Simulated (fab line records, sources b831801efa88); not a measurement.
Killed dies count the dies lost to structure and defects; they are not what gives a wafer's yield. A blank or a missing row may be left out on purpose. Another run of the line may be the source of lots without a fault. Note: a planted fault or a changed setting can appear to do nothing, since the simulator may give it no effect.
Lot-split experiment + flow gf180mcu + on a route of 602 steps: 5 lots, 23 wafers read

## ABOUT THE SPLIT
At GF_NSD_COAT_02 (resist thk 1000 nm), the setting spinRpm was moved away from the recipe's 3000 rpm on 9 of the 23 wafers read, by -3.9% to +6.9%. This setting was run at the recipe's value on the other wafers.

The reading comes from the split's own step.

## THE READING
NOVOLAK_of_NSD_COAT_02.thkNm (the simulator's own value, which no gauge read), in nm, at GF_NSD_COAT_02 (resist thk 1000 nm). No usual value for it is given in the file. Here, 14 wafers ran the recipe; their average is 1001.1 nm with a standard deviation of 4 nm.

| wafer  | tool, chamber at the split | spinRpm as run, rpm | against the recipe | NOVOLAK_of_NSD_COAT_02.thkNm, nm | against lot-mates on the recipe |
|--------|----------------------------|---------------------|--------------------|----------------------------------|---------------------------------|
| L075.2 | lithoTrack-02, 0           | 3000                | recipe             | 1008                             | -                               |
| L075.3 | lithoTrack-02, 0           | 3207                | +6.9%              | 970.8                            | -35.9                           |
| L075.4 | lithoTrack-02, 0           | 3207                | +6.9%              | 969.8                            | -36.9                           |
| L075.5 | lithoTrack-02, 0           | 3000                | recipe             | 1007                             | -                               |
| L075.6 | lithoTrack-02, 0           | 3000                | recipe             | 1005                             | -                               |
| L077.1 | lithoTrack-03, 0           | 3000                | recipe             | 996.8                            | -                               |
| L077.2 | lithoTrack-03, 0           | 2884                | -3.9%              | 1018                             | +20.8                           |
| L077.4 | lithoTrack-03, 0           | 3000                | recipe             | 998.1                            | -                               |
| L077.5 | lithoTrack-03, 0           | 3000                | recipe             | 996.7                            | -                               |
| L077.6 | lithoTrack-03, 0           | 2884                | -3.9%              | 1019                             | +21.8                           |
| L080.2 | lithoTrack-03, 0           | 3000                | recipe             | 996.6                            | -                               |
| L080.3 | lithoTrack-03, 0           | 3000                | recipe             | 995.4                            | -                               |
| L080.6 | lithoTrack-03, 0           | 3000                | recipe             | 997.8                            | -                               |
| L084.1 | lithoTrack-02, 0           | 3000                | recipe             | 1002                             | -                               |
| L084.2 | lithoTrack-02, 0           | 2908                | -3.1%              | 1019                             | +16.5                           |
| L084.5 | lithoTrack-02, 0           | 2908                | -3.1%              | 1019                             | +16.5                           |
| L084.3 | lithoTrack-02, 0           | 2908                | -3.1%              | 1018                             | +15.5                           |
| L084.6 | lithoTrack-02, 0           | 3000                | recipe             | 1003                             | -                               |
| L085.1 | lithoTrack-03, 0           | 3185                | +6.2%              | 974.4                            | -28.6                           |
| L085.2 | lithoTrack-03, 0           | 3000                | recipe             | 1002                             | -                               |
| L085.3 | lithoTrack-03, 0           | 3185                | +6.2%              | 974.5                            | -28.5                           |
| L085.4 | lithoTrack-03, 0           | 3000                | recipe             | 1004                             | -                               |
| L085.5 | lithoTrack-03, 0           | 3000                | recipe             | 1003                             | -                               |

THE FIT
A straight line over all 23 wafers: NOVOLAK_of_NSD_COAT_02.thkNm changes by -4.6 nm for each +1% of spinRpm; r = -0.97; the points scatter about the line by 3.5 nm.
The same after taking each lot's own level away (the mean of its wafers on the recipe; 23 wafers): -5.1 nm for each +1%; r = -1.00; scatter 1.3 nm.
According to that fit, moving spinRpm by its largest amount changes the reading by 35 nm.
The span of the lots' own levels, 996.60 to 1006.67 nm, comes to 2.5 times the standard deviation stated above.
So the lot-to-lot level changes the slope little: the two slopes agree.
Check: -34.6 nm against its lot-mates is what the line predicts for one of the wafers moved furthest among these (+6.9%) when that wafer is left out of the fit. Against them it came out at -35.9 nm.

## OTHER SPLITS ON THESE WAFERS
Note: prior to the reading, these wafers also went through further splits. Each is held against what the fit with the lots' levels taken away leaves over:
| other split on the same wafers    | wafers away from the commonest value | r with NOVOLAK_of_NSD_COAT_02.thkNm (lot level and that fit taken away) |
|-----------------------------------|--------------------------------------|-------------------------------------------------------------------------|
| GF_VT_IMPLANT_IMPLANT_19 doseCm2  | 10                                   | -0.03                                                                   |
| GF_VT_IMPLANT_COAT_24 resistThkNm | 4                                    | -0.15                                                                   |
| GF_VT_IMPLANT_IMPLANT_30 tiltDeg  | 6                                    | +0.17                                                                   |
| GF_VT_IMPLANT_IMPLANT_41 doseCm2  | 6                                    | +0.41                                                                   |
| GF_HV_LDD_DEVELOP_06 devTempC     | 10                                   | -0.05                                                                   |
| GF_HV_LDD_IMPLANT_09 doseCm2      | 4                                    | -0.21                                                                   |
| GF_HV_LDD_DEVELOP_18 developTimeS | 8                                    | +0.31                                                                   |
| GF_HV_LDD_EXPOSE_28 doseMj        | 5                                    | +0.21                                                                   |
| GF_HV_LDD_DEVELOP_45 devTempC     | 8                                    | +0.05                                                                   |
| GF_HV_LDD_IMPLANT_48 energyKev    | 8                                    | +0.06                                                                   |

## THE FILE'S OWN FIT
NOVOLAK_of_NSD_COAT_02.thkNm changes by -5.08 nm for each +1% of spinRpm, r = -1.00.
